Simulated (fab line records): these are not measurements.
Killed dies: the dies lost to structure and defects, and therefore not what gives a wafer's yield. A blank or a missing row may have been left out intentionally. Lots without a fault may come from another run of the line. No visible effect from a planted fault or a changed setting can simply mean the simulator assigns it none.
fab line records	flow sky130
record: lots: 6	wafers: 18	last-day: 50
route steps=708 shown METAL2@495 VIA2@507 PAD_OPEN@708
lots that met no fault: taken from a fault-free run of the same line
start-h: hours from the record's first day to the start of the lot's first wafer shown	wait-h: hours from the lot's prior step to this one	" same as the row above	L1.1+2: one row covering several wafers at once	- either no value or no given start	* or withheld: withheld	< > ~ a bound
route shown NAME@n: names a module that has steps shown in the file, with the first one's number in the route	usual: the fault-free wafers' mean and standard deviation	same: alike in all rows	chamber/n: place in a boat	sites: the reading at each site	_std_site: standard deviation across them	_edge_site: the outer-site mean with the inner-site mean subtracted	radius-mm: for every site, how far away it sits from the centre of the wafer	mask NAME#n: copy n	behind: tool/chamber where the wafer was last shaped	hold: what put the lot on hold/how long, in hours/how the hold closed	device: whichever transistor did not switch (one of n, p or np)	end of line: at the end of the route, the tests of the same wafers	step lacking rows: just its recipe	killed: at the first sort, the dies lost to defects and structure; wafer yield is something else	map: dies across one wafer; x = killed, . = not, _ = none there
set.NAME: the setting as run; set.NAME@STEP: as run at that earlier step	model.NAME: the simulator's own value behind a step, which no gauge read
lots seen at some steps along the route; tables by step, rows by wafer
services: the hour from which a tool's chamber was out of use, counted from the record's first day as start-h (under 0 if before that day), plus the number of hours and why
== steps ==
step: SKY_METAL2_EXPOSE_12
recipe: mask-id: MM2	na: 0.8	source-shape: annular	sigma-inner: 0.55	sigma-outer: 0.85	target-cd-nm: 140	dose-mj: 28
step: SKY_METAL2_PEB_13
recipe: peb-temp-c: withheld	peb-time-s: withheld	resist: KrF-thick
step: SKY_METAL2_DEVELOP_14
recipe: develop-time-s: 60	resist: KrF-thick	dev-temp-c: 21
step: SKY_METAL2_CD_MEAS_15
recipe: target-cd-nm: 140
usual: cd-nm: 139.6/1.5
lot.wafer	tool	chamber	start-h	wait-h	cd-nm
L623.1	cd-sem-01	-	842.61	-	140.7
L623.2	"	-	"	"	139.2
L623.3	"	-	"	"	141.3
L626.4	cd-sem-01	-	878.40	-	139.8
L626.5	"	-	"	"	137.9
L626.6	"	-	"	"	138.7
L630.4	cd-sem-01	-	899.52	-	139.7
L630.5	"	-	"	"	140.4
L630.6	"	-	"	"	138.4
L637.2	cd-sem-01	-	945.98	-	138.4
L637.3	"	-	"	"	137.9
L637.6	"	-	"	"	137.5
L640.4	cd-sem-02	-	964.95	-	139.5
L640.5	"	-	"	"	139.4
L640.6	"	-	"	"	139.5
L641.1	cd-sem-01	-	974.79	-	137.8
L641.4	"	-	"	"	137.8
L641.5	"	-	"	"	137.2
step: SKY_METAL2_OVL_MEAS_16
usual: METAL2_OVL: -5/5.6
lot.wafer	tool	chamber	start-h	wait-h	METAL2_OVL[nm]
L623.1	overlay-02	-	842.73	0.1	-7
L623.2	"	-	"	"	-5
L623.3	"	-	"	"	-3
L626.4	overlay-01	-	878.47	0.1	-5
L626.5	"	-	"	"	-7
L626.6	"	-	"	"	2
L630.4	overlay-02	-	899.60	0.1	-2
L630.5	"	-	"	"	-6
L630.6	"	-	"	"	-8
L637.2	overlay-01	-	946.09	0.1	-14
L637.3	"	-	"	"	-8
L637.6	"	-	"	"	-15
L640.4	overlay-01	-	965.02	0.1	0
L640.5	"	-	"	"	-10
L640.6	"	-	"	"	-6
L641.1	overlay-01	-	974.91	0.1	8
L641.4	"	-	"	"	11
L641.5	"	-	"	"	8
step: SKY_METAL2_DESCUM_17
recipe: chemistry: O2	source-power-w: 150	bias-power-w: 0	pressure-mtorr: 10	temp-c: 40	time-s: 8
usual: chamber-pressure-mTorr: 9.999/0.0092	drypump-motor-current-A: 5.9/0.46	oes-product-au: 1.000/0.0079
same: time-s: 8
lot.wafer	tool	chamber	start-h	wait-h	chamber-pressure-mTorr	drypump-motor-current-A	oes-product-au	rf-hours-counter-h
L623.1	rie-metal-04	0	842.77	0.0	9.998	6.0	0.988	13
L623.2	"	1	"	"	9.986	6.0	1.006	7
L623.3	"	1	"	"	10.000	6.0	0.999	-
L626.4	rie-metal-04	1	878.50	0.0	10.011	6.0	1.007	-
L626.5	"	0	"	"	10.011	6.0	0.989	-
L626.6	"	1	"	"	10.003	6.0	1.000	-
L630.4	rie-metal-02	1	899.63	0.0	9.994	5.5	0.991	-
L630.5	"	0	"	"	10.005	6.6	0.999	-
L630.6	"	1	"	"	10.004	5.5	1.002	-
L637.2	rie-metal-02	1	946.12	0.0	9.997	5.5	1.007	19
L637.3	"	0	"	"	9.999	6.6	1.007	-
L637.6	"	0	"	"	10.002	6.6	1.009	-
L640.4	rie-metal-04	1	965.05	0.0	10.001	6.0	1.004	-
L640.5	"	0	"	"	10.009	6.0	0.990	-
L640.6	"	1	"	"	10.000	6.0	1.001	-
L641.1	rie-metal-02	0	974.94	0.0	10.006	6.6	0.990	5
L641.4	"	0	"	"	9.988	6.6	0.987	-
L641.5	"	0	"	"	10.002	6.6	0.989	-
step: SKY_METAL2_ETCH_18
recipe: chemistry: N2/H2	target: BARC	ion-energy-ev: 200	bias-w: 100	pressure-mtorr: 30	n2-flow-sccm: 100	h2-flow-sccm: 200	icp-w: 500	stop-on: SiO2	time-s: 45.9	target-depth-a: 600
usual: bias-w: 99.96/0.27	chamber-pressure-mTorr: 30.000/0.03	drypump-motor-current-A: 5.9/0.46	oes-product-au: 0.854/0.005	throttle-valve-pct: 13.224/0.0099
same: time-s: 45.9
lot.wafer	tool	chamber	start-h	wait-h	bias-w	chamber-pressure-mTorr	drypump-motor-current-A	oes-product-au	rf-hours-counter-h	throttle-valve-pct
L623.1	rie-metal-04	0	842.80	0.0	100.13	30.001	6.0	0.860	13	13.218
L623.2	"	1	"	"	99.77	30.028	6.0	0.852	7	13.229
L623.3	"	1	"	"	99.96	30.012	6.0	0.857	-	13.238
L626.4	rie-metal-04	1	878.54	0.0	99.76	30.036	6.0	0.848	-	13.219
L626.5	"	0	"	"	99.80	29.998	6.0	0.858	-	13.220
L626.6	"	1	"	"	99.51	29.986	6.0	0.854	-	13.202
L630.4	rie-metal-02	1	899.67	0.0	100.48	30.006	5.5	0.858	-	13.225
L630.5	"	0	"	"	99.97	30.000	6.6	0.859	-	13.242
L630.6	"	1	"	"	100.50	30.009	5.5	0.858	-	13.225
L637.2	rie-metal-02	1	946.15	0.0	100.25	30.048	5.5	0.855	19	13.230
L637.3	"	0	"	"	100.32	29.997	6.6	0.859	-	13.224
L637.6	"	0	"	"	100.22	29.997	6.6	0.850	-	13.236
L640.4	rie-metal-04	1	965.10	0.0	99.78	29.999	6.0	0.860	-	13.213
L640.5	"	0	"	"	100.05	29.978	6.0	0.858	-	13.228
L640.6	"	1	"	"	99.45	30.099	6.0	0.848	-	13.223
L641.1	rie-metal-02	0	974.97	0.0	100.38	30.039	6.6	0.863	5	13.233
L641.4	"	0	"	"	100.61	29.980	6.6	0.852	-	13.227
L641.5	"	0	"	"	100.54	30.033	6.6	0.845	-	13.241
step: SKY_METAL2_METAL_ETCH_19
recipe: target-depth-a: 3600	stop-on: SiO2	over-etch-frac: 0.3	time-s: 78	chemistry: Cl2/BCl3	resist-sidewall-deg: 88	pressure-mtorr: 10	icp-w: 900	bias-w: 48.5	Cl2_flow_sccm: 60	bcl3-flow-sccm: 30
usual: bias-w: 48.51/0.15	chamber-pressure-mTorr: 10.001/0.0086	drypump-motor-current-A: 5.9/0.46	oes-product-au: 0.855/0.0056	throttle-valve-pct: 22.264/0.0092
same: time-s: 78
lot.wafer	tool	chamber	start-h	wait-h	bias-w	chamber-pressure-mTorr	drypump-motor-current-A	oes-product-au	rf-hours-counter-h	throttle-valve-pct
L623.1	rie-metal-04	0	842.86	0.0	48.42	9.993	6.0	0.846	13	22.268
L623.2	"	1	"	"	48.47	10.003	6.0	0.854	7	22.268
L623.3	"	1	"	"	48.40	9.993	6.0	0.859	-	22.256
L626.4	rie-metal-04	1	878.62	0.1	48.58	10.010	6.0	0.869	-	22.274
L626.5	"	0	"	"	48.33	10.003	6.0	0.842	-	22.261
L626.6	"	1	"	"	48.49	9.993	6.0	0.853	-	22.261
L630.4	rie-metal-02	1	899.74	0.1	48.61	10.001	5.5	0.864	-	22.268
L630.5	"	0	"	"	48.63	9.986	6.6	0.856	-	22.285
L630.6	"	1	"	"	48.59	9.998	5.5	0.853	-	22.254
L637.2	rie-metal-02	1	946.21	0.0	48.71	10.015	5.5	0.855	19	22.273
L637.3	"	0	"	"	48.60	9.997	6.6	0.852	-	22.260
L637.6	"	0	"	"	48.63	9.996	6.6	0.855	-	22.261
L640.4	rie-metal-04	1	965.17	0.1	48.25	10.013	6.0	0.859	-	22.271
L640.5	"	0	"	"	48.40	10.005	6.0	0.843	-	22.258
L640.6	"	1	"	"	48.17	10.003	6.0	0.843	-	22.263
L641.1	rie-metal-02	0	975.04	0.0	48.40	9.995	6.6	0.846	5	22.267
L641.4	"	0	"	"	48.38	9.990	6.6	0.851	-	22.262
L641.5	"	0	"	"	48.56	10.008	6.6	0.854	-	22.263
step: SKY_METAL2_STRIP_20
recipe: chemistry: O2/N2	power-w: 1400	pressure-mtorr: 1500	platen-temp-c: withheld	o2-flow-sccm: 3000	n2-flow-sccm: 300	overash-fraction: 0.5
usual: chamber-pressure-mTorr: 1499.9/1.3	drypump-motor-current-A: 5.7/0.51	oes-product-au: 0.342/0.0049	strip-time-to-endpoint-s: 2.70/0.033
lot.wafer	tool	chamber	start-h	wait-h	chamber-pressure-mTorr	drypump-motor-current-A	oes-product-au	rf-hours-counter-h	strip-time-to-endpoint-s
L623.1	plasma-asher-04	1	842.95	0.1	1501.0	5.2	0.342	102	2.76
L623.2	"	0	"	"	1500.9	6.3	0.345	102	2.69
L623.3	"	1	"	"	1497.7	5.2	0.336	-	2.65
L626.4	plasma-asher-02	0	878.71	0.1	1499.9	5.2	0.343	-	2.71
L626.5	"	0	"	"	1500.3	5.2	0.335	-	2.76
L626.6	"	1	"	"	1499.2	5.6	0.338	-	2.69
L630.4	plasma-asher-04	0	899.84	0.1	1501.8	6.3	0.337	-	2.71
L630.5	"	1	"	"	1498.7	5.2	0.341	-	2.71
L630.6	"	0	"	"	1500.3	6.3	0.340	-	2.69
L637.2	plasma-asher-04	1	946.30	0.1	1502.4	5.2	0.352	112	2.70
L637.3	"	1	"	"	1499.9	5.2	0.345	-	2.71
L637.6	"	0	"	"	1497.6	6.3	0.341	-	2.70
L640.4	plasma-asher-01	0	965.26	0.1	1497.8	5.7	0.346	-	2.67
L640.5	"	1	"	"	1500.3	6.6	0.335	-	2.77
L640.6	"	0	"	"	1498.9	5.7	0.346	-	2.69
L641.1	plasma-asher-02	0	975.13	0.1	1502.3	5.2	0.349	51	2.72
L641.4	"	0	"	"	1500.6	5.2	0.339	-	2.72
L641.5	"	1	"	"	1498.7	5.5	0.350	-	2.70
step: SKY_METAL2_STRIP_21
recipe: chemistry: post-etch-residue-remover	time-s: 1200	temp-c: 72.5
step: SKY_METAL2_CLEAN_22
recipe: chemistry: IPA	time-s: 180	temp-c: 25
step: SKY_METAL2_CLEAN_23
recipe: chemistry: O3/DIW	dry: n2-spin
step: SKY_VIA2_HDPCVD_00
recipe: material: SiO2	target-thk-nm: 1180	sigma-open-frac: 0.3	time-s: 196.7	temp-c: 400	sih4-flow-sccm: 60	pressure-mtorr: 6
usual: sih4-flow-sccm: 60.00/0.18
same: time-s: 196.7
lot.wafer	tool	chamber	start-h	wait-h	sih4-flow-sccm	model.SiO2_of_VIA2_HDPCVD_00.thk-nm
L623.1	hdpcvd-01	0	843.54	0.0	59.82	1173
L623.2	"	1	"	"	59.62	1171
L623.3	"	2	"	"	59.91	1159
L626.4	hdpcvd-02	0	879.33	0.1	59.99	1175
L626.5	"	1	"	"	60.19	1173
L626.6	"	2	"	"	59.92	1202
L630.4	hdpcvd-02	0	900.55	0.1	60.15	1165
L630.5	"	2	"	"	59.61	1166
L630.6	"	1	"	"	59.97	1152
L637.2	hdpcvd-02	2	946.90	0.0	59.88	1178
L637.3	"	1	"	"	89.84	1758
L637.6	"	2	"	"	59.94	1182
L640.4	hdpcvd-02	2	965.88	0.1	60.00	1158
L640.5	"	0	"	"	59.98	1170
L640.6	"	1	"	"	89.81	1758
L641.1	hdpcvd-01	0	975.79	0.0	59.95	1183
L641.4	"	2	"	"	59.98	1184
L641.5	"	1	"	"	59.86	1193
step: SKY_VIA2_THK_MEAS_01
recipe: reads: SiO2_of_VIA2_HDPCVD_00
usual: VIA2_HDPCVD_THK: 1177/12
lot.wafer	tool	chamber	start-h	wait-h	VIA2_HDPCVD_THK[nm]
L623.1	film-metro-04	-	843.67	0.1	1174
L623.2	"	-	"	"	1170
L623.3	"	-	"	"	1159
L626.4	film-metro-02	-	879.42	0.0	1175
L626.5	"	-	"	"	1173
L626.6	"	-	"	"	1203
L630.4	film-metro-02	-	900.65	0.0	1165
L630.5	"	-	"	"	1166
L630.6	"	-	"	"	1151
L637.2	film-metro-03	-	947.04	0.1	1177
L637.3	"	-	"	"	1757
L637.6	"	-	"	"	1182
L640.4	film-metro-02	-	965.98	0.0	1158
L640.5	"	-	"	"	1170
L640.6	"	-	"	"	1757
L641.1	film-metro-02	-	975.92	0.1	1183
L641.4	"	-	"	"	1184
L641.5	"	-	"	"	1193
step: SKY_VIA2_CMP_02
recipe: material: SiO2	down-force-psi: 4	platen-rpm: 60	pad-velocity-m-s: 0.94248
usual: head-pressure-psi: 4.001/0.0094	motor-current-A: 12.3/1.1
lot.wafer	tool	chamber	start-h	wait-h	head-pressure-psi	motor-current-A
L623.3	cmp-02	0	843.73	0.0	4.004	13.7
L623.1	"	2	"	"	4.003	12.0
L623.2	"	3	"	"	3.994	12.1
L626.4	cmp-01	0	879.55	0.1	4.014	10.9
L626.5	"	2	"	"	4.009	10.9
L626.6	"	3	"	"	4.003	14.4
L630.4	cmp-02	1	900.78	0.1	4.004	11.0
L630.5	"	3	"	"	4.004	12.9
L630.6	"	0	"	"	3.984	14.4
L637.2	cmp-01	0	947.09	0.0	4.001	11.4
L637.3	"	3	"	"	4.007	14.0
L637.6	"	1	"	"	4.008	12.2
L640.4	cmp-01	0	966.16	0.2	3.995	11.3
L640.6	"	1	"	"	3.995	12.6
L640.5	"	2	"	"	4.012	11.1
L641.4	cmp-01	1	975.98	0.0	4.010	12.6
L641.1	"	3	"	"	4.004	14.0
L641.5	"	2	"	"	4.000	11.2
step: SKY_PAD_OPEN_PROBE_99
usual: defect-limited-yield: 82.5/1.9	killed_at_M0_to_M3: 44/6.4	killed_at_M4_up: 3.4/2.1	killed-at-contacts: 23/5	killed-at-front-end: 15/4.5	killed-at-other: 0.3/0.54	killed-dies: 86/9.5	killed-open: 48/6.9	killed-short: 38/5.9	sort_bin_3_pad_short: 0.8/0.44	sort_bin_5_function: 10.5/1.6	sort_bin_6_memory: 6.1/1.1	sort-n-pass: 406/9.5	sort-yield-pct: 82.5/1.9
same: gross-dies: 492	killed-at-back-side: 0	sort_bin_4_leakage[%]: 0	sort_bin_8_speed[%]: 0
lot.wafer	tool	chamber	start-h	wait-h	defect-limited-yield[%]	killed_at_M0_to_M3	killed_at_M4_up	killed-at-contacts	killed-at-front-end	killed-at-other	killed-dies	killed-open	killed-short	sort_bin_3_pad_short[%]	sort_bin_5_function[%]	sort_bin_6_memory[%]	sort-n-pass	sort-yield-pct[%]
L623.1	prober-01	-	1094.73	0.1	84.1	38	2	27	11	0	78	45	33	1.2	9.6	5.1	414	84.1
L623.2	prober-01	-	1094.78	0.1	84.8	38	4	16	17	0	75	45	30	0.4	8.9	5.9	417	84.8
L623.3	prober-01	-	1094.83	0.2	82.3	49	5	24	9	0	87	45	42	1.6	9.3	6.7	405	82.3
L626.4	prober-01	-	1119.60	0.2	84.3	44	3	15	14	1	77	47	30	0.4	9.8	5.5	415	84.3
L626.5	prober-01	-	1119.65	0.2	83.5	42	7	19	13	0	81	45	36	0.6	11.4	4.5	411	83.5
L626.6	prober-01	-	1119.70	0.2	83.7	38	4	23	15	0	80	45	35	0.2	9.1	6.9	412	83.7
L630.4	prober-02	-	1134.56	0.2	82.3	40	3	22	22	0	87	43	44	1.2	10.2	6.3	405	82.3
L630.5	prober-02	-	1134.61	0.2	86.2	30	2	25	10	1	68	33	35	1.2	7.9	4.7	424	86.2
L630.6	prober-02	-	1134.66	0.2	81.1	43	2	34	14	0	93	52	40	1.2	11.2	6.5	399	81.1
L637.2	prober-01	-	1169.75	0.1	80.3	49	3	34	11	0	97	48	49	1.2	11.2	7.3	395	80.3
L637.3	prober-01	-	1169.80	0.2	84.1	40	5	24	9	0	78	41	36	1.4	9.8	4.7	414	84.1
L637.6	prober-01	-	1169.95	0.2	82.1	44	5	22	17	0	88	49	38	1.0	10.4	6.5	404	82.1
L640.4	prober-02	-	1184.65	0.2	82.5	45	7	23	11	0	86	43	43	0.4	11.0	6.1	406	82.5
L640.5	prober-02	-	1184.70	0.2	80.7	49	1	25	20	0	95	54	41	0.8	12.0	6.5	397	80.7
L640.6	prober-02	-	1184.75	0.2	83.5	40	4	26	10	1	81	48	33	0.4	8.5	7.5	411	83.5
L641.1	prober-01	-	1190.05	0.1	83.3	44	5	16	16	1	82	45	37	0.6	8.7	7.3	410	83.3
L641.4	prober-01	-	1190.20	0.2	82.7	48	6	23	7	1	85	53	32	0.4	9.1	7.7	407	82.7
L641.5	prober-01	-	1190.25	0.2	83.7	33	1	27	19	0	80	45	35	0.6	12.4	3.3	412	83.7
killed by level:class
L623.1 CONTACT:geometric-particle:open=10 VIA2:geometric-particle:open=7 LI_CONTACT:geometric-particle:open=7 VIA1:geometric-particle:open=6 FIELD_ISO:geometric-particle:open=5 LI_CONTACT:geometric-particle:short=4 VIA1:geometric-particle:short=4 METAL2:geometric-particle:short=4
L623.2 VIA1:geometric-particle:open=16 FIELD_ISO:geometric-particle:open=8 CONTACT:geometric-particle:short=7 CONTACT:geometric-particle:open=6 VIA1:geometric-particle:short=5 POLY_GATE:geometric-particle:open=4 METAL3:geometric-particle:short=3 VIA3:geometric-particle:open=3
L623.3 METAL2:geometric-particle:short=10 VIA2:geometric-particle:open=10 CONTACT:geometric-particle:open=7 VIA1:geometric-particle:open=7 LI_CONTACT:geometric-particle:open=6 METAL1:geometric-particle:short=6 METAL3:geometric-particle:short=5 CONTACT:geometric-particle:short=4
L626.4 VIA1:geometric-particle:open=17 VIA3:geometric-particle:open=8 POLY_GATE:geometric-particle:short=6 LI_CONTACT:geometric-particle:open=6 METAL2:geometric-particle:short=5 CONTACT:geometric-particle:open=4 VIA2:geometric-particle:open=4 FIELD_ISO:geometric-particle:open=3
L626.5 VIA2:geometric-particle:open=9 VIA1:geometric-particle:open=9 VIA3:geometric-particle:open=6 CONTACT:geometric-particle:short=6 LOCAL_INTERCONNECT:geometric-particle:short=5 METAL1:geometric-particle:short=5 POLY_GATE:geometric-particle:short=4 CONTACT:geometric-particle:open=4
L626.6 VIA1:geometric-particle:open=14 VIA2:geometric-particle:open=7 CONTACT:geometric-particle:short=7 POLY_GATE:geometric-particle:open=4 LI_CONTACT:geometric-particle:open=4 LOCAL_INTERCONNECT:geometric-particle:short=4 CONTACT:geometric-particle:open=4 VIA3:geometric-particle:open=4
L630.4 VIA1:geometric-particle:open=10 LI_CONTACT:geometric-particle:open=7 METAL1:geometric-particle:short=7 VIA3:geometric-particle:open=6 FIELD_ISO:geometric-particle:short=5 POLY_GATE:geometric-particle:short=5 VIA2:geometric-particle:open=5 CONTACT:geometric-particle:short=5
L630.5 CONTACT:geometric-particle:short=10 VIA1:geometric-particle:open=7 LI_CONTACT:geometric-particle:open=6 CONTACT:geometric-particle:open=5 VIA2:geometric-particle:open=5 VIA3:geometric-particle:short=4 VIA3:geometric-particle:open=4 POLY_GATE:geometric-particle:short=3
L630.6 CONTACT:geometric-particle:open=14 VIA3:geometric-particle:open=10 CONTACT:geometric-particle:short=8 VIA1:geometric-particle:open=7 VIA2:geometric-particle:open=6 LOCAL_INTERCONNECT:geometric-particle:short=5 VIA2:geometric-particle:short=5 POLY_GATE:geometric-particle:short=4
L637.2 VIA3:geometric-particle:open=11 METAL1:geometric-particle:short=11 LI_CONTACT:geometric-particle:open=10 CONTACT:geometric-particle:short=10 CONTACT:geometric-particle:open=7 VIA2:geometric-particle:open=7 LOCAL_INTERCONNECT:geometric-particle:short=6 VIA1:geometric-particle:open=4
L637.3 CONTACT:geometric-particle:open=9 LI_CONTACT:geometric-particle:open=8 VIA3:geometric-particle:open=8 VIA1:geometric-particle:open=7 METAL1:geometric-particle:short=6 VIA2:geometric-particle:short=5 VIA3:geometric-particle:short=5 METAL4:geometric-particle:short=4
L637.6 VIA3:geometric-particle:open=13 LI_CONTACT:geometric-particle:open=9 VIA2:geometric-particle:open=6 LI_CONTACT:geometric-particle:short=5 VIA1:geometric-particle:open=5 CONTACT:geometric-particle:open=5 METAL1:geometric-particle:short=5 FIELD_ISO:geometric-particle:open=4
L640.4 VIA1:geometric-particle:open=9 METAL2:geometric-particle:short=9 CONTACT:geometric-particle:open=8 VIA2:geometric-particle:open=7 METAL1:geometric-particle:short=7 LI_CONTACT:geometric-particle:open=6 VIA1:geometric-particle:short=6 METAL4:geometric-particle:short=6
L640.5 VIA3:geometric-particle:open=12 LI_CONTACT:geometric-particle:open=9 CONTACT:geometric-particle:open=9 VIA1:geometric-particle:short=6 VIA1:geometric-particle:open=6 METAL2:geometric-particle:short=5 FIELD_ISO:geometric-particle:open=4 FIELD_ISO:geometric-particle:short=4
L640.6 VIA1:geometric-particle:open=16 CONTACT:geometric-particle:open=11 VIA3:geometric-particle:open=8 LI_CONTACT:geometric-particle:open=5 CONTACT:geometric-particle:short=5 FIELD_ISO:geometric-particle:short=4 VIA1:geometric-particle:short=4 METAL4:geometric-particle:short=4
L641.1 VIA1:geometric-particle:open=12 VIA3:geometric-particle:open=7 VIA2:geometric-particle:open=6 LOCAL_INTERCONNECT:geometric-particle:short=6 CONTACT:geometric-particle:open=5 POLY_GATE:geometric-particle:short=4 METAL4:geometric-particle:short=4 METAL3:geometric-particle:short=3
L641.4 CONTACT:geometric-particle:open=12 VIA1:geometric-particle:open=10 VIA2:geometric-particle:open=9 VIA3:geometric-particle:open=9 VIA1:geometric-particle:short=6 METAL2:geometric-particle:short=5 CONTACT:geometric-particle:short=4 METAL1:geometric-particle:short=4
L641.5 CONTACT:geometric-particle:open=10 LOCAL_INTERCONNECT:geometric-particle:short=8 VIA1:geometric-particle:open=8 VIA2:geometric-particle:open=8 FIELD_ISO:geometric-particle:short=6 VIA3:geometric-particle:open=5 CONTACT:geometric-particle:short=5 VIA1:geometric-particle:short=4
== services ==
tool	chamber	start-h	hours	kind
rie-metal-02	0	826.37	-	clean
rie-metal-02	0	826.37	15.4	scheduled-down
rie-metal-02	0	826.37	15.4	vent-cycle
cmp-02	-	846.72	5.8	pm
plasma-asher-04	-	849.05	2.3	repair
cmp-02	-	853.66	3.9	repair
plasma-asher-04	-	861.03	1.9	repair
rie-metal-02	0	883.75	9.9	repair
hdpcvd-01	-	901.71	1.6	repair
cmp-02	-	906.50	1.9	repair
cmp-01	-	912.26	4.0	pm
cmp-01	-	916.26	-	consumable-replace:conditioner
cmp-01	-	916.26	-	consumable-replace:pad
plasma-asher-01	-	925.21	3.6	repair
hdpcvd-01	-	934.66	4.3	pm
cmp-02	-	937.66	2.5	repair
rie-metal-02	-	938.92	0.7	repair
plasma-asher-04	-	941.53	2.4	repair
plasma-asher-01	-	945.77	7.7	repair
hdpcvd-02	-	950.25	15.0	pm
hdpcvd-02	0	950.25	15.0	vent-cycle
cmp-02	-	953.00	2.0	repair
plasma-asher-02	-	963.70	4.3	repair
hdpcvd-02	2	971.21	23.7	repair
== key ==
first-sign: step: SKY_VIA2_HDPCVD_00	reading: sih4-flow-sccm	direction: up	sigmas: 99+	usual: 60.00	struck: 89.83
effect: step: SKY_VIA2_THK_MEAS_01	reading: VIA2_HDPCVD_THK	direction: up	sigmas: 50	usual: 1177	struck: 1757
model-effect: step: SKY_VIA2_HDPCVD_00	value: SiO2_of_VIA2_HDPCVD_00.thk-nm	without: 1168	struck: 1758
met-at SKY_VIA2_HDPCVD_00
struck-wafers L637.3,L640.6
onset-between 900.55 946.90
fault: kind: process-parameter-drift	tool: hdpcvd-02	chamber: 1	onset-h: 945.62	steps: SKY_VIA2_HDPCVD_00	channel: sih4-flow-sccm	offset: 30	shape: step	end-h: 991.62	acts-in: these-recipes-only	stated: 60
